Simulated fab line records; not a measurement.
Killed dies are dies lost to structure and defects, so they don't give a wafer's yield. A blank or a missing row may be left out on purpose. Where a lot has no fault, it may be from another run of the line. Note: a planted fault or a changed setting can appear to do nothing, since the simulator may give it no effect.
Which tool was responsible? || flow sfqLine || 7 lots, 21 wafers sampled, at 4 steps of a route of 325

## WHAT THE GAUGES READ, wafer by wafer
SFQ_M8_RS_MEAS_949: uses a four-point probe to measure.
{"lot": "L484", "measured": "day 77 12:52", "on": "filmMetro-04", "M8_AU_RS (ohm/sq)": "0.1527 0.1537 0.1537"}
{"lot": "L486", "measured": "day 80 07:25", "on": "filmMetro-02", "M8_AU_RS (ohm/sq)": "0.1536 0.1515 0.1543"}
{"lot": "L488", "measured": "day 81 14:26", "on": "filmMetro-04", "M8_AU_RS (ohm/sq)": "0.1553 0.1556 0.1558"}
{"lot": "L492", "measured": "day 84 18:18", "on": "filmMetro-02", "M8_AU_RS (ohm/sq)": "0.1544 0.1562 0.1536"}
{"lot": "L497", "measured": "day 85 17:59", "on": "filmMetro-02", "M8_AU_RS (ohm/sq)": "0.1560 0.1534 0.1546"}
{"lot": "L500", "measured": "day 86 03:34", "on": "filmMetro-01", "M8_AU_RS (ohm/sq)": "0.1556 0.1531 0.1543"}
{"lot": "L502", "measured": "day 86 10:47", "on": "filmMetro-02", "M8_AU_RS (ohm/sq)": "0.1569 0.1554 0.1561"}

## TOOL THAT RAN EACH LOT (tool first, then ch and the chambers of the sampled wafers, then the start)
{"lot": "L484", "SFQ_TRILAYER_I0_DEP_PECVD_027": "pecvd-02 ch 1,2, day 12 21:23", "SFQ_TRILAYER_A5B_METRO_MEASURE_131": "filmMetro-04, day 53 13:59", "SFQ_TRILAYER_I7_VIA_BARC_OPEN_VIA_ETCH_260": "rieDiel-03 ch 0,3, day 75 02:17"}
{"lot": "L486", "SFQ_TRILAYER_I0_DEP_PECVD_027": "pecvd-03 ch 0,2, day 13 13:59", "SFQ_TRILAYER_A5B_METRO_MEASURE_131": "filmMetro-01, day 54 04:59", "SFQ_TRILAYER_I7_VIA_BARC_OPEN_VIA_ETCH_260": "rieDiel-03 ch 0,3, day 80 01:44"}
{"lot": "L488", "SFQ_TRILAYER_I0_DEP_PECVD_027": "pecvd-01 ch 0,1,2, day 14 06:31", "SFQ_TRILAYER_A5B_METRO_MEASURE_131": "filmMetro-03, day 59 14:22", "SFQ_TRILAYER_I7_VIA_BARC_OPEN_VIA_ETCH_260": "rieDiel-02 ch 0,1,3, day 80 16:08"}
{"lot": "L492", "SFQ_TRILAYER_I0_DEP_PECVD_027": "pecvd-02 ch 0,1,2, day 15 09:50", "SFQ_TRILAYER_A5B_METRO_MEASURE_131": "filmMetro-01, day 61 11:16", "SFQ_TRILAYER_I7_VIA_BARC_OPEN_VIA_ETCH_260": "rieDiel-04 ch 1,2,3, day 81 12:32"}
{"lot": "L497", "SFQ_TRILAYER_I0_DEP_PECVD_027": "pecvd-03 ch 1,2, day 18 04:13", "SFQ_TRILAYER_A5B_METRO_MEASURE_131": "filmMetro-01, day 62 08:16", "SFQ_TRILAYER_I7_VIA_BARC_OPEN_VIA_ETCH_260": "rieDiel-04 ch 0,1,3, day 82 16:08"}
{"lot": "L500", "SFQ_TRILAYER_I0_DEP_PECVD_027": "pecvd-02 ch 0,1, day 19 19:50", "SFQ_TRILAYER_A5B_METRO_MEASURE_131": "filmMetro-01, day 62 20:04", "SFQ_TRILAYER_I7_VIA_BARC_OPEN_VIA_ETCH_260": "rieDiel-02 ch 1,2,3, day 83 04:08"}
{"lot": "L502", "SFQ_TRILAYER_I0_DEP_PECVD_027": "pecvd-03 ch 0,2, day 20 14:55", "SFQ_TRILAYER_A5B_METRO_MEASURE_131": "filmMetro-03, day 63 02:16", "SFQ_TRILAYER_I7_VIA_BARC_OPEN_VIA_ETCH_260": "rieDiel-03 ch 0,3, day 83 11:32"}
- SFQ_TRILAYER_I0_DEP_PECVD_027: deposits SiO2 from SiH4/N2O, time 111.11 s, target thk 500 nm.
- SFQ_TRILAYER_A5B_METRO_MEASURE_131
- SFQ_TRILAYER_I7_VIA_BARC_OPEN_VIA_ETCH_260: etches BARC in O2, target depth 125 nm, time 41.7 s.

## THE ANSWER, worked out from the rows above alone
Rule: what is usual is taken from the lots themselves. The widest of any qualifying gaps counts: lots, ordered by their means at a reading, are off when they make up no more than a third of the lots, leave a main group of 4 or more, and stand apart from it by 3 or more times the standard deviation of that group's means. If all means in a main group match to the digits the tables above print for the reading, that group is not used. A lot without any number at a reading at which 4 lots or more have one is off too. Any other lot the step has rows for is counted as sound.
None of the lots is off at any reading shown; this tells nothing.

## WHAT THE SIMULATOR HAD INSERTED
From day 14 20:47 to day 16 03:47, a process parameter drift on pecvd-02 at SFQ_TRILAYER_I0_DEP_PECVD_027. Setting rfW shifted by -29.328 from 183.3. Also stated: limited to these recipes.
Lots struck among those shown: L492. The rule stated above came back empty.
